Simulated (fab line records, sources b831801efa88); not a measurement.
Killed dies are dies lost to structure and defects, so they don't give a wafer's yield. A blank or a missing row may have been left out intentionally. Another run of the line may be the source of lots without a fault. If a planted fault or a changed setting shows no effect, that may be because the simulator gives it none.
One fault seen from 2 desks :: flow gf180mcu :: only its own numbers are on each desk; what lay behind them is given at the end

== FOR THE TOOL OWNER'S DESK: rie-metal-02 ==
The tool's own readings at GF_M4_METAL_ETCH_16 (etches the open film in Cl2/BCl3, stops on SiO2, target depth 627.5 nm, time 104.6 s): means of the sampled wafers that have a number, for each lot that ran on this tool. The brackets show how far a lot's mean lies from the usual mean; more than 4 standard deviations puts the lot out of limits, marked OUT.
Columns: A = drypump-motor-current-A at GF_M4_METAL_ETCH_16, usual 5.6 A; B = oes-product-au at GF_M4_METAL_ETCH_16, usual 0.973 a.u.; C = throttle-valve-pct at GF_M4_METAL_ETCH_16, usual 28.250 %
lot: L213
first seen here: day 23 12:13
A: 5.7
B: 0.973
C: 28.258

lot: L215
first seen here: day 24 01:13
A: 5.6
B: 0.969
C: 28.247

lot: L224
first seen here: day 27 01:59
A: 5.9
B: 0.948
C: 28.274

lot: L225
first seen here: day 27 21:24
A: 5.8
B: 0.941 (-4.7) OUT
C: 28.284
This desk finds L225 out of limits, L225 being first, at day 27 21:24 (oes-product-au at GF_M4_METAL_ETCH_16). L213, L215, L224 stayed within limits.

== FROM THE METROLOGY DESK ==
What the gauges read for every lot (on any tool): the sampled wafers with a number, averaged. The brackets show how far a lot's mean lies from the usual mean; more than 4 standard deviations puts the lot out of limits, marked OUT.
Columns: A = V3_W_THK at GF_V3_THK_MEAS_25, usual 340 nm; B = V4_CVD_00_THK at GF_V4_THK_MEAS_01, usual 597 nm
lot: L213
first seen here: day 22 12:32
A: 339
B: 596

lot: L214
first seen here: day 22 17:38
A: 341
B: 597

lot: L215
first seen here: day 23 03:04
A: 337
B: 603

lot: L224
first seen here: day 26 04:35
A: 343
B: 605

lot: L225
first seen here: day 27 01:01
A: 340
B: 596

lot: L227
first seen here: day 27 07:19
A: 334
B: 602

lot: L228
first seen here: day 27 14:13
A: 343
B: 593

lot: L229
first seen here: day 27 23:42
A: 338
B: 600

lot: L230
first seen here: day 28 02:49
A: 341
B: 596

lot: L232
first seen here: day 28 19:49
A: 342
B: 598

lot: L234
first seen here: day 29 05:55
A: 336
B: 594

lot: L235
first seen here: day 29 10:38
A: 337
B: 596

lot: L236
first seen here: day 29 21:14
A: 356
B: 601
Result from this desk: across the 13 lots, nothing is out of limits.

== BROUGHT TOGETHER ==
The tool owner's desk could have raised an alarm at day 27 21:24, on L225.
Metrology desk: nothing out of limits seen.
The metrology desk has L225 on record, within its limits.
On rie-metal-02, each named lot ran GF_M4_METAL_ETCH_16.

== WHAT THE SIMULATOR PUT IN ==
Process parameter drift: rie-metal-02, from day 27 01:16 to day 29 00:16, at GF_M4_METAL_ETCH_16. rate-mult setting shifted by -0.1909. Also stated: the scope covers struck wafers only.
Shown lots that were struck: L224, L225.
Delay in hours, fault start to first out-of-limits reading, by desk: the tool owner's desk at 20.
